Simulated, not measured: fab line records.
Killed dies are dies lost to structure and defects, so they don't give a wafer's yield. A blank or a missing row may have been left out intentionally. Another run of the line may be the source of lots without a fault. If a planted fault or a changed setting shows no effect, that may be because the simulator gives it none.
What tool caused it? ; flow sky130 ; Sampling: 11 lots, 33 wafers, 5 of 708 route steps

== WHAT THE GAUGES READ, wafer by wafer ==
SKY_VIA1_THK_MEAS_01.
lot;measured;on;VIA1_HDPCVD_THK (nm)
L205;day 33 04:36;film_metro-02;1026 1008 1021
L207;day 34 02:46;film_metro-04;1027 1016 1032
L208;day 34 08:14;film_metro-01;800 810 1023
L209;day 34 16:05;film_metro-02;816 1038 1043
L217;day 37 16:03;film_metro-04;1026 1012 1021
L219;day 38 06:44;film_metro-04;1031 1047 1044
L221;day 38 09:23;film_metro-02;1036 1025 1044
L220;day 38 12:02;film_metro-02;1012 1011 1015
L222;day 39 00:05;film_metro-02;1021 1014 1018
L225;day 39 18:52;film_metro-02;1017 1018 1034
L226;day 39 19:41;film_metro-04;1037 1040 1035

== TOOL THAT RAN EACH LOT (tool first, then ch and the chambers of the sampled wafers, then the start) ==
lot;SKY_METAL1_SPUTTER_03;SKY_METAL1_SPUTTER_04;SKY_METAL1_ETCH_18;SKY_VIA1_HDPCVD_00
L205;pvd_sputter-03, day 32 00:33;pvd_sputter-03, day 32 00:34;rie_metal-03 ch 0,1, day 33 03:44;hdpcvd-01 ch 0,1, day 33 04:29
L207;pvd_sputter-03, day 32 22:49;pvd_sputter-03, day 32 22:50;rie_metal-01 ch 0,1, day 34 01:54;hdpcvd-01 ch 0,1,2, day 34 02:38
L208;pvd_sputter-01, day 33 04:14;pvd_sputter-01, day 33 04:16;rie_metal-02 ch 0,1, day 34 07:23;hdpcvd-01 ch 0,1, day 34 08:08
L209;pvd_sputter-03, day 33 11:47;pvd_sputter-03, day 33 11:48;rie_metal-03 ch 1, day 34 15:07;hdpcvd-01 ch 0,2, day 34 15:58
L217;pvd_sputter-02, day 36 12:52;pvd_sputter-02, day 36 12:53;rie_metal-03 ch 0,1, day 37 15:12;hdpcvd-02 ch 0,2, day 37 15:56
L219;pvd_sputter-02, day 37 03:54;pvd_sputter-02, day 37 03:55;rie_metal-02 ch 0,1, day 38 05:50;hdpcvd-01 ch 0,1,2, day 38 06:37
L221;pvd_sputter-03, day 37 05:55;pvd_sputter-03, day 37 05:55;rie_metal-03 ch 0,1, day 38 08:30;hdpcvd-01 ch 0,1,2, day 38 09:16
L220;pvd_sputter-02, day 37 08:40;pvd_sputter-02, day 37 08:41;rie_metal-03 ch 0,1, day 38 11:11;hdpcvd-01 ch 0,1,2, day 38 11:56
L222;pvd_sputter-02, day 37 21:05;pvd_sputter-02, day 37 21:06;rie_metal-01 ch 1, day 38 23:02;hdpcvd-01 ch 0,1,2, day 38 23:58
L225;pvd_sputter-03, day 38 15:50;pvd_sputter-03, day 38 15:51;rie_metal-03 ch 0,1, day 39 18:00;hdpcvd-01 ch 0,1,2, day 39 18:45
L226;pvd_sputter-03, day 38 17:07;pvd_sputter-03, day 38 17:08;rie_metal-02 ch 0,1, day 39 18:50;hdpcvd-02 ch 0,2, day 39 19:35
- SKY_METAL1_SPUTTER_03: material Ti, target thk 5 nm, time 3.3 s.
- SKY_METAL1_SPUTTER_04: material TiN, target thk 70 nm, time 58.3 s.
- SKY_METAL1_ETCH_18: etches BARC in N2/H2, stops on SiO2, time 45.9 s, target depth 60 nm.
- SKY_VIA1_HDPCVD_00: deposits SiO2, target thk 1030 nm, time 171.7 s.

== AS READ BY THE TOOLS THEMSELVES (means over the sampled wafers that have a number; for cases with no such wafer, the mark the record gives instead) ==
SKY_METAL1_SPUTTER_03.
lot;tool;throttle_valve_pct (%)
L205;pvd_sputter-03;30.9
L207;pvd_sputter-03;30.8
L208;pvd_sputter-01;29.5
L209;pvd_sputter-03;30.5
L217;pvd_sputter-02;30.0
L219;pvd_sputter-02;29.9
L221;pvd_sputter-03;30.5
L220;pvd_sputter-02;30.0
L222;pvd_sputter-02;29.5
L225;pvd_sputter-03;30.9
L226;pvd_sputter-03;31.5

SKY_METAL1_SPUTTER_04.
lot;tool;throttle_valve_pct (%)
L205;pvd_sputter-03;30.9
L207;pvd_sputter-03;30.8
L208;pvd_sputter-01;29.7
L209;pvd_sputter-03;30.6
L217;pvd_sputter-02;30.0
L219;pvd_sputter-02;30.0
L221;pvd_sputter-03;30.5
L220;pvd_sputter-02;30.0
L222;pvd_sputter-02;29.6
L225;pvd_sputter-03;30.8
L226;pvd_sputter-03;31.3

SKY_METAL1_ETCH_18.
lot;tool;drypump_motor_current_A (A);oes_product_au (a.u.);throttle_valve_pct (%)
L205;rie_metal-03;5.6;0.854;13.228
L207;rie_metal-01;6.5;0.861;13.227
L208;rie_metal-02;5.2;0.854;13.215
L209;rie_metal-03;5.5;0.859;13.217
L217;rie_metal-03;5.6;0.855;13.237
L219;rie_metal-02;5.3;0.853;13.232
L221;rie_metal-03;5.7;0.850;13.222
L220;rie_metal-03;5.6;0.854;13.232
L222;rie_metal-01;6.6;0.855;13.224
L225;rie_metal-03;5.6;0.853;13.235
L226;rie_metal-02;5.4;0.858;13.233

SKY_VIA1_HDPCVD_00.
lot;tool;sih4_flow_sccm (sccm)
L205;hdpcvd-01;60.08
L207;hdpcvd-01;60.04
L208;hdpcvd-01;60.06
L209;hdpcvd-01;60.13
L217;hdpcvd-02;59.90
L219;hdpcvd-01;59.99
L221;hdpcvd-01;59.95
L220;hdpcvd-01;59.89
L222;hdpcvd-01;60.11
L225;hdpcvd-01;60.08
L226;hdpcvd-02;59.88

== THE ANSWER, worked out from the rows above alone ==
Rule: the usual values come from the lots themselves. The widest of any qualifying gaps counts: lots, ordered by their means at a reading, are off when they make up no more than a third of the lots, leave a main group of 4 or more, and stand apart from it by 3 or more times the standard deviation of that group's means. A main group is skipped when, at the precision printed for the reading in the tables above, its means are all equal. Also off: a lot with no number at a reading for which 4 or more lots have one. The other lots that the step has rows for count as sound. Order of review: gauges by route order, followed by the tools' own readings, for which a lot's mean as printed above is used. At the first step where some lot is off, the reading lying furthest off is the one used; lots without a number count as furthest.
Off: L208, L209, at SKY_VIA1_THK_MEAS_01 (VIA1_HDPCVD_THK). For the main group the mean is 1025 nm and the standard deviation 9.3.
A tool fits if, at a process step before that reading, it ran every lot that is off, and no sound lot after the first of them. Those tools and the gauges at SKY_VIA1_THK_MEAS_01 are tried in the same way. None of those tried fits.

== WHAT THE SIMULATOR HAD PUT IN ==
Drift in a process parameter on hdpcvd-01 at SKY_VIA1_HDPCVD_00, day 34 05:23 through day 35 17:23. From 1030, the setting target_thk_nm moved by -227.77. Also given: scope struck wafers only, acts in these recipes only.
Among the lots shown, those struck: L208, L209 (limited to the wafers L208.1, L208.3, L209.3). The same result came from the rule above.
